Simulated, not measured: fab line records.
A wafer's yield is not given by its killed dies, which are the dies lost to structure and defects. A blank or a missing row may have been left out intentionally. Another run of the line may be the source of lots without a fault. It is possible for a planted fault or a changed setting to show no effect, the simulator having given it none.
fab line records	flow sky130
record: lots: 5	wafers: 15	last-day: 50
route steps=708 shown METAL4@623 PAD_OPEN@708
lots with no fault: from the same line, run without faults
start-h: the number of hours between the record's first day and the start of the first shown wafer of the lot	wait-h: hours elapsed since this lot's preceding step	" as in the row above	L1.1+2: one row covering several wafers at once	- value missing, or start not given	* or withheld: withheld	< > ~ a bound
route shown NAME@n: NAME is a module with steps in the file, n the number in the route of the first one	usual: the fault-free wafers' mean and standard deviation	same: alike in all rows	chamber/n: place in a boat	sites: each site's reading	_std_site: the values' standard deviation	_edge_site: outer sites' mean less inner sites'	radius-mm: how far each site lies from the wafer's centre	mask NAME#n: copy n	behind: the last tool/chamber to shape the wafer	hold: what put the lot on hold/how long, in hours/how the hold closed	device: whichever transistor did not switch (one of n, p or np)	end of line: tests run on the same wafers once the route is complete	a step without rows: its recipe alone	killed: dies lost to structure and defects at the first sort, not the wafer's yield	map: per-die view of a wafer (x killed, . not killed, _ where there is no die)
set.NAME: the run value of the setting; set.NAME@STEP: its run value at that earlier step	model.NAME: the simulator's own value behind a step, which no gauge read
lots at some steps of the route; a table a step, a row a wafer
services: from which hour (start-h, from the record's first day; less than 0 if before it) a tool's chamber was out of use, for how many hours, and why
== steps ==
step: SKY_METAL4_COAT_07
recipe: resist: BARC	temp-c: withheld	time-s: withheld	spin-rpm: 3000	resist-thk-nm: 60
step: SKY_METAL4_COAT_08
recipe: resist: KrF-thick	spin-rpm: 3000	resist-thk-nm: 1140
step: SKY_METAL4_SOFTBAKE_09
recipe: temp-c: 100	time-s: 90	resist: KrF-thick
step: SKY_METAL4_EXPOSE_10
recipe: mask-id: MM4	na: 0.68	source-shape: annular	sigma-inner: 0.4	sigma-outer: 0.8	target-cd-nm: 300	dose-mj: 28
step: SKY_METAL4_PEB_11
recipe: peb-temp-c: withheld	peb-time-s: withheld	resist: KrF-thick
step: SKY_METAL4_DEVELOP_12
recipe: develop-time-s: 60	resist: KrF-thick	dev-temp-c: 21
step: SKY_METAL4_CD_MEAS_13
recipe: target-cd-nm: 300
usual: cd-nm: 299.6/1.3
lot.wafer	tool	chamber	start-h	wait-h	cd-nm
L532.2	cd-sem-02	-	1027.71	-	300.9
L532.3	"	-	"	"	301.5
L532.5	"	-	"	"	300.4
L536.1	cd-sem-02	-	1058.39	-	299.3
L536.3	"	-	"	"	300.7
L536.5	"	-	"	"	300.1
L538.1	cd-sem-02	-	1065.57	-	301.6
L538.2	"	-	"	"	299.8
L538.3	"	-	"	"	299.5
L543.1	cd-sem-02	-	1098.23	-	300.0
L543.2	"	-	"	"	299.8
L543.3	"	-	"	"	300.2
L546.2	cd-sem-02	-	1115.26	-	299.8
L546.3	"	-	"	"	299.8
L546.6	"	-	"	"	300.2
step: SKY_METAL4_OVL_MEAS_14
usual: METAL4_OVL: 6/4.9
lot.wafer	tool	chamber	start-h	wait-h	METAL4_OVL[nm]
L532.2	overlay-01	-	1027.82	0.1	7
L532.3	"	-	"	"	12
L532.5	"	-	"	"	11
L536.1	overlay-02	-	1058.51	0.1	8
L536.3	"	-	"	"	6
L536.5	"	-	"	"	12
L538.1	overlay-01	-	1065.69	0.1	7
L538.2	"	-	"	"	-1
L538.3	"	-	"	"	0
L543.1	overlay-02	-	1098.35	0.1	5
L543.2	"	-	"	"	16
L543.3	"	-	"	"	4
L546.2	overlay-01	-	1115.37	0.1	9
L546.3	"	-	"	"	7
L546.6	"	-	"	"	5
step: SKY_METAL4_DESCUM_15
recipe: chemistry: O2	source-power-w: 150	bias-power-w: 0	pressure-mtorr: 10	temp-c: 40	time-s: 8
usual: drypump-motor-current-A: 5.6/0.52	oes-product-au: 0.996/0.01
same: time-s: 8
lot.wafer	tool	chamber	start-h	wait-h	drypump-motor-current-A	oes-product-au	rf-hours-counter-h
L532.2	rie-metal-03	0	1027.85	0.0	5.3	1.014	15
L532.3	"	1	"	"	6.2	0.995	-
L532.5	"	1	"	"	6.2	0.980	-
L536.1	rie-metal-03	1	1058.55	0.0	6.2	0.994	14
L536.3	"	0	"	"	5.3	1.007	-
L536.5	"	1	"	"	6.2	0.991	-
L538.1	rie-metal-01	1	1065.73	0.0	6.4	0.981	9
L538.2	"	0	"	"	5.2	0.970	13
L538.3	"	1	"	"	6.4	0.987	-
L543.1	rie-metal-04	0	1098.39	0.0	5.8	0.997	20
L543.2	"	1	"	"	5.0	0.986	18
L543.3	"	0	"	"	5.8	0.996	-
L546.2	rie-metal-01	1	1115.40	0.0	6.4	0.994	12
L546.3	"	0	"	"	5.3	0.983	-
L546.6	"	0	"	"	5.3	0.988	-
step: SKY_METAL4_ETCH_16
recipe: chemistry: N2/H2	target: BARC	ion-energy-ev: 200	bias-w: 100	pressure-mtorr: 30	n2-flow-sccm: 100	h2-flow-sccm: 200	icp-w: 500	stop-on: SiO2	time-s: 88.2	target-depth-a: 600
usual: drypump-motor-current-A: 5.6/0.52	oes-product-au: 0.626/0.0045	throttle-valve-pct: 13.205/0.0088
same: time-s: 88.2
lot.wafer	tool	chamber	start-h	wait-h	drypump-motor-current-A	oes-product-au	rf-hours-counter-h	throttle-valve-pct
L532.2	rie-metal-03	0	1027.88	0.0	5.3	0.627	15	13.203
L532.3	"	1	"	"	6.2	0.629	-	13.201
L532.5	"	1	"	"	6.2	0.629	-	13.210
L536.1	rie-metal-03	1	1058.58	0.0	6.2	0.629	14	13.195
L536.3	"	0	"	"	5.3	0.620	-	13.207
L536.5	"	1	"	"	6.2	0.629	-	13.201
L538.1	rie-metal-01	1	1065.76	0.0	6.4	0.628	9	13.211
L538.2	"	0	"	"	5.3	0.626	13	13.207
L538.3	"	1	"	"	6.4	0.630	-	13.203
L543.1	rie-metal-04	0	1098.42	0.0	5.8	0.623	20	13.221
L543.2	"	1	"	"	5.0	0.625	18	13.206
L543.3	"	0	"	"	5.8	0.626	-	13.202
L546.2	rie-metal-01	1	1115.43	0.0	6.4	0.623	12	13.200
L546.3	"	0	"	"	5.3	0.635	-	13.213
L546.6	"	0	"	"	5.3	0.627	-	13.211
step: SKY_METAL4_ETCH_17
recipe: target: SiO2	stop-on: TiN	chemistry: C4F8/O2/Ar	source-w: 1500	bias-w: 1200	pressure-mtorr: 40	c4f8-flow-sccm: withheld	O2_flow_sccm: 6	Ar_flow_sccm: 300	time-s: 3.9	target-depth-a: 150
usual: oes-product-au: 0.754/0.0071
same: time-s: 3.9
lot.wafer	tool	chamber	start-h	wait-h	oes-product-au	rf-hours-counter-h
L532.2	rie-diel-02	0	1027.98	0.1	0.756	7
L532.3	"	3	"	"	0.751	14
L532.5	"	1	"	"	0.755	-
L536.1	rie-diel-01	1	1058.68	0.1	0.751	14
L536.3	"	3	"	"	0.750	9
L536.5	"	3	"	"	0.755	-
L538.1	rie-diel-04	1	1065.86	0.1	0.745	26
L538.2	"	3	"	"	0.740	28
L538.3	"	2	"	"	0.748	14
L543.1	rie-diel-01	3	1098.52	0.1	0.747	11
L543.2	"	2	"	"	0.770	5
L543.3	"	0	"	"	0.753	10
L546.2	rie-diel-02	1	1115.53	0.1	0.744	19
L546.3	"	2	"	"	0.761	19
L546.6	"	1	"	"	0.764	-
step: SKY_METAL4_METAL_ETCH_18
recipe: target-depth-a: 8450	stop-on: SiO2	over-etch-frac: 0.3	time-s: 183.1	chemistry: Cl2/BCl3	resist-sidewall-deg: 88	pressure-mtorr: 10	icp-w: 900	bias-w: 48.5	Cl2_flow_sccm: 60	bcl3-flow-sccm: 30
usual: drypump-motor-current-A: 5.7/0.5	oes-product-au: 0.864/0.0052	throttle-valve-pct: 22.266/0.0088
same: time-s: 183.1
lot.wafer	tool	chamber	start-h	wait-h	drypump-motor-current-A	oes-product-au	rf-hours-counter-h	throttle-valve-pct
L532.2	rie-metal-01	0	1028.00	0.0	5.2	0.858	10	22.265
L532.3	"	1	"	"	6.4	0.863	-	22.271
L532.5	"	0	"	"	5.2	0.866	-	22.269
L536.1	rie-metal-01	0	1058.70	0.0	5.2	0.867	13	22.273
L536.3	"	0	"	"	5.2	0.859	-	22.257
L536.5	"	1	"	"	6.4	0.858	-	22.275
L538.1	rie-metal-03	0	1065.88	0.0	5.3	0.865	19	22.269
L538.2	"	1	"	"	6.2	0.864	15	22.256
L538.3	"	1	"	"	6.2	0.868	-	22.271
L543.1	rie-metal-03	1	1098.54	0.0	6.2	0.861	17	22.262
L543.2	"	0	"	"	5.3	0.865	21	22.268
L543.3	"	0	"	"	5.3	0.869	-	22.270
L546.2	rie-metal-04	0	1115.55	0.0	5.8	0.857	21	22.282
L546.3	"	1	"	"	5.0	0.854	-	22.256
L546.6	"	1	"	"	5.0	0.854	-	22.272
step: SKY_METAL4_STRIP_19
recipe: chemistry: O2/N2	power-w: 1400	pressure-mtorr: 1500	platen-temp-c: withheld	o2-flow-sccm: 3000	n2-flow-sccm: 300	overash-fraction: 0.5
usual: drypump-motor-current-A: 6.06/0.26	oes-product-au: 0.503/0.0067	overash-fraction: 0.5/0	strip-time-to-endpoint-s: 6.56/0.1
lot.wafer	tool	chamber	start-h	wait-h	drypump-motor-current-A	oes-product-au	overash-fraction	rf-hours-counter-h	strip-time-to-endpoint-s
L532.2	plasma-asher-03	1	1028.17	0.1	6.01	0.507	0.5	118	6.62
L532.3	"	0	"	"	6.44	0.509	0.7	-	6.67
L532.5	"	0	"	"	6.42	0.510	0.7	-	6.73
L536.1	plasma-asher-01	1	1058.89	0.1	6.00	0.502	0.5	33	6.58
L536.3	"	0	"	"	5.60	0.507	0.5	-	6.58
L536.5	"	0	"	"	5.60	0.503	0.5	-	6.62
L538.1	plasma-asher-04	0	1066.05	0.1	6.21	0.501	0.5	65	6.41
L538.2	"	1	"	"	5.96	0.511	0.5	65	6.60
L538.3	"	0	"	"	6.25	0.504	0.5	-	6.60
L543.1	plasma-asher-04	0	1098.72	0.1	6.22	0.512	0.5	69	6.61
L543.2	"	1	"	"	5.98	0.498	0.5	69	6.39
L543.3	"	0	"	"	6.21	0.500	0.5	-	6.44
L546.2	plasma-asher-03	0	1115.72	0.1	6.44	0.498	0.5	4	6.60
L546.3	"	1	"	"	6.02	0.502	0.5	-	6.69
L546.6	"	0	"	"	6.40	0.509	0.5	-	6.64
step: SKY_METAL4_STRIP_20
recipe: chemistry: post-etch-residue-remover	time-s: 1200	temp-c: 72.5
step: SKY_PAD_OPEN_PROBE_99
usual: defect-limited-yield: 82.4/1.8	killed_at_M0_to_M3: 44/7	killed_at_M4_up: 3.2/2	killed-at-contacts: 25/5.3	killed-at-front-end: 15/4.3	killed-at-other: 0.3/0.54	killed-dies: 86/8.7	killed-open: 47/6.4	killed-short: 39/5.6	sort_bin_3_pad_short: 0.9/0.43	sort_bin_5_function: 10.4/1.4	sort_bin_6_memory: 6.3/1.2	sort-n-pass: 406/8.7	sort-yield-pct: 82.4/1.8
same: gross-dies: 492	killed-at-back-side: 0	sort_bin_4_leakage[%]: 0	sort_bin_8_speed[%]: 0
lot.wafer	tool	chamber	start-h	wait-h	defect-limited-yield[%]	killed_at_M0_to_M3	killed_at_M4_up	killed-at-contacts	killed-at-front-end	killed-at-other	killed-dies	killed-open	killed-short	sort_bin_3_pad_short[%]	sort_bin_5_function[%]	sort_bin_6_memory[%]	sort-n-pass	sort-yield-pct[%]
L532.2	prober-02	-	1117.26	0.1	81.5	50	4	20	17	0	91	54	36	0.4	11.0	7.1	401	81.5
L532.3	prober-02	-	1117.31	0.2	80.7	45	1	33	16	0	95	49	46	1.0	11.8	6.5	397	80.7
L532.5	prober-02	-	1117.41	0.2	87.4	30	3	15	14	0	62	25	37	0.6	6.7	5.3	430	87.4
L536.1	prober-02	-	1144.05	0.1	85.4	31	1	32	7	1	72	43	29	1.0	9.6	4.1	420	85.4
L536.3	prober-02	-	1144.15	0.2	81.9	45	5	27	11	1	89	38	50	0.6	12.6	4.9	403	81.9
L536.5	prober-02	-	1144.25	0.2	86.8	35	3	14	12	1	65	34	31	0.4	6.5	6.3	427	86.8
L538.1	prober-02	-	1149.99	0.1	81.3	46	6	30	10	0	92	50	41	0.8	11.2	6.7	400	81.3
L538.2	prober-02	-	1150.04	0.1	84.3	32	7	18	19	1	77	44	31	0.6	10.0	5.1	415	84.3
L538.3	prober-02	-	1150.09	0.2	84.1	37	0	26	13	2	78	44	34	1.2	9.1	5.5	414	84.1
L543.1	prober-01	-	1178.35	0.1	78.0	59	2	32	15	0	108	64	44	2.0	12.4	7.5	384	78.0
L543.2	prober-01	-	1178.40	0.1	80.3	46	7	29	15	0	97	52	45	1.0	11.4	7.3	395	80.3
L543.3	prober-01	-	1178.45	0.2	82.5	44	4	21	17	0	86	50	36	0.8	11.2	5.5	406	82.5
L546.2	prober-02	-	1191.95	0.1	78.9	49	8	36	10	1	104	59	45	1.0	12.0	8.1	388	78.9
L546.3	prober-02	-	1192.00	0.2	81.9	48	2	24	15	0	89	48	41	1.0	11.0	6.1	403	81.9
L546.6	prober-02	-	1192.15	0.2	82.5	36	0	34	16	0	86	42	44	0.8	10.6	6.1	406	82.5
killed by level:class
L532.2 CONTACT:geometric-particle:open=11 VIA3:geometric-particle:open=9 VIA2:geometric-particle:open=9 VIA1:geometric-particle:open=8 FIELD_ISO:geometric-particle:open=6 FIELD_ISO:geometric-particle:short=5 METAL2:geometric-particle:short=5 VIA3:geometric-particle:short=5
L532.3 VIA1:geometric-particle:open=11 LI_CONTACT:geometric-particle:open=9 CONTACT:geometric-particle:open=8 CONTACT:geometric-particle:short=7 METAL1:geometric-particle:short=6 VIA3:geometric-particle:open=5 LOCAL_INTERCONNECT:geometric-particle:short=5 METAL2:geometric-particle:short=5
L532.5 LI_CONTACT:geometric-particle:open=6 POLY_GATE:geometric-particle:short=5 METAL2:geometric-particle:short=5 METAL1:geometric-particle:short=4 VIA3:geometric-particle:open=4 FIELD_ISO:geometric-particle:short=3 VIA2:geometric-particle:open=3 LOCAL_INTERCONNECT:geometric-particle:short=3
L536.1 CONTACT:geometric-particle:open=14 VIA1:geometric-particle:open=7 LI_CONTACT:geometric-particle:open=6 LI_CONTACT:geometric-particle:short=6 METAL1:geometric-particle:short=5 VIA3:geometric-particle:open=5 VIA2:geometric-particle:open=4 METAL3:geometric-particle:short=4
L536.3 VIA3:geometric-particle:open=10 LI_CONTACT:geometric-particle:open=8 CONTACT:geometric-particle:short=7 VIA1:geometric-particle:open=6 METAL2:geometric-particle:short=6 METAL1:geometric-particle:short=5 VIA1:geometric-particle:short=5 FIELD_ISO:geometric-particle:short=4
L536.5 VIA1:geometric-particle:short=8 VIA1:geometric-particle:open=8 FIELD_ISO:geometric-particle:open=5 LOCAL_INTERCONNECT:geometric-particle:short=5 VIA2:geometric-particle:open=5 VIA3:geometric-particle:open=5 FIELD_ISO:geometric-particle:short=4 CONTACT:geometric-particle:open=4
L538.1 CONTACT:geometric-particle:open=14 VIA1:geometric-particle:open=10 LI_CONTACT:geometric-particle:open=7 METAL1:geometric-particle:short=7 POLY_GATE:geometric-particle:short=6 VIA2:geometric-particle:open=6 VIA3:geometric-particle:open=5 LOCAL_INTERCONNECT:geometric-particle:short=4
L538.2 VIA1:geometric-particle:open=10 CONTACT:geometric-particle:open=8 FIELD_ISO:geometric-particle:short=5 POLY_GATE:geometric-particle:short=5 LI_CONTACT:geometric-particle:open=5 METAL1:geometric-particle:short=5 FIELD_ISO:geometric-particle:open=3 POLY_GATE:geometric-particle:open=3
L538.3 METAL1:geometric-particle:short=10 CONTACT:geometric-particle:open=10 LI_CONTACT:geometric-particle:open=9 VIA1:geometric-particle:open=7 VIA2:geometric-particle:open=5 FIELD_ISO:geometric-particle:short=3 FIELD_ISO:geometric-particle:open=3 POLY_GATE:geometric-particle:short=3
L543.1 VIA1:geometric-particle:open=18 CONTACT:geometric-particle:open=14 VIA3:geometric-particle:open=9 LI_CONTACT:geometric-particle:open=8 VIA1:geometric-particle:short=7 METAL2:geometric-particle:short=7 METAL1:geometric-particle:short=6 VIA2:geometric-particle:open=6
L543.2 VIA1:geometric-particle:open=14 LI_CONTACT:geometric-particle:open=12 VIA1:geometric-particle:short=10 VIA3:geometric-particle:open=8 CONTACT:geometric-particle:open=7 METAL4:geometric-particle:short=6 FIELD_ISO:geometric-particle:short=5 POLY_GATE:geometric-particle:short=5
L543.3 POLY_GATE:geometric-particle:open=9 VIA2:geometric-particle:open=9 LI_CONTACT:geometric-particle:open=8 VIA3:geometric-particle:open=8 METAL2:geometric-particle:short=7 VIA1:geometric-particle:open=5 LOCAL_INTERCONNECT:geometric-particle:short=5 METAL1:geometric-particle:short=5
L546.2 VIA1:geometric-particle:open=18 LOCAL_INTERCONNECT:geometric-particle:short=9 LI_CONTACT:geometric-particle:open=7 VIA2:geometric-particle:open=7 LI_CONTACT:geometric-particle:short=6 CONTACT:geometric-particle:short=6 CONTACT:geometric-particle:open=6 METAL4:geometric-particle:short=5
L546.3 VIA1:geometric-particle:open=12 METAL1:geometric-particle:short=10 LI_CONTACT:geometric-particle:open=8 VIA3:geometric-particle:open=7 CONTACT:geometric-particle:open=6 VIA2:geometric-particle:open=5 METAL3:geometric-particle:short=5 FIELD_ISO:geometric-particle:open=4
L546.6 CONTACT:geometric-particle:open=16 VIA1:geometric-particle:open=8 POLY_GATE:geometric-particle:short=6 LOCAL_INTERCONNECT:geometric-particle:short=6 FIELD_ISO:geometric-particle:open=5 CONTACT:geometric-particle:short=5 METAL1:geometric-particle:short=5 VIA1:geometric-particle:short=5
== services ==
tool	chamber	start-h	hours	kind
rie-diel-01	2	1004.57	3.7	repair
rie-diel-02	1	1019.65	4.6	repair
rie-metal-04	-	1035.26	28.1	pm
rie-diel-02	0	1039.83	11.7	repair
rie-diel-01	0	1041.99	4.0	repair
rie-diel-01	2	1051.04	10.5	repair
plasma-asher-03	-	1051.14	12.1	repair
rie-diel-04	1	1054.43	4.0	repair
plasma-asher-04	-	1057.59	2.8	pm
rie-diel-01	0	1061.35	33.1	repair
plasma-asher-03	-	1063.28	9.0	pm
plasma-asher-03	0	1063.28	9.0	vent-cycle
plasma-asher-03	1	1063.28	9.0	vent-cycle
rie-metal-01	-	1070.72	2.3	repair
plasma-asher-03	0	1072.28	-	clean
plasma-asher-01	-	1074.77	9.7	repair
rie-diel-04	2	1075.18	4.4	repair
rie-diel-02	3	1082.13	5.0	repair
rie-diel-04	3	1086.63	4.6	repair
rie-diel-01	1	1088.45	13.4	repair
rie-metal-01	-	1093.64	2.8	pm
plasma-asher-01	-	1097.23	0.4	repair
plasma-asher-04	-	1104.44	0.9	repair
plasma-asher-04	-	1109.39	0.5	repair
== key ==
first-sign: step: SKY_METAL4_STRIP_19	reading: overash-fraction	direction: up	sigmas: 99+	usual: 0.5	struck: 0.7
effect none on later readings
met-at SKY_METAL4_STRIP_19
struck-wafers L532.3,L532.5
fault: kind: process-parameter-drift	tool: plasma-asher-03	chamber: 0	onset-h: 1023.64	steps: SKY_METAL4_STRIP_19	channel: overash-fraction	offset: 0.2	shape: step	end-h: 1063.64	acts-in: these-recipes-only	stated: 0.5
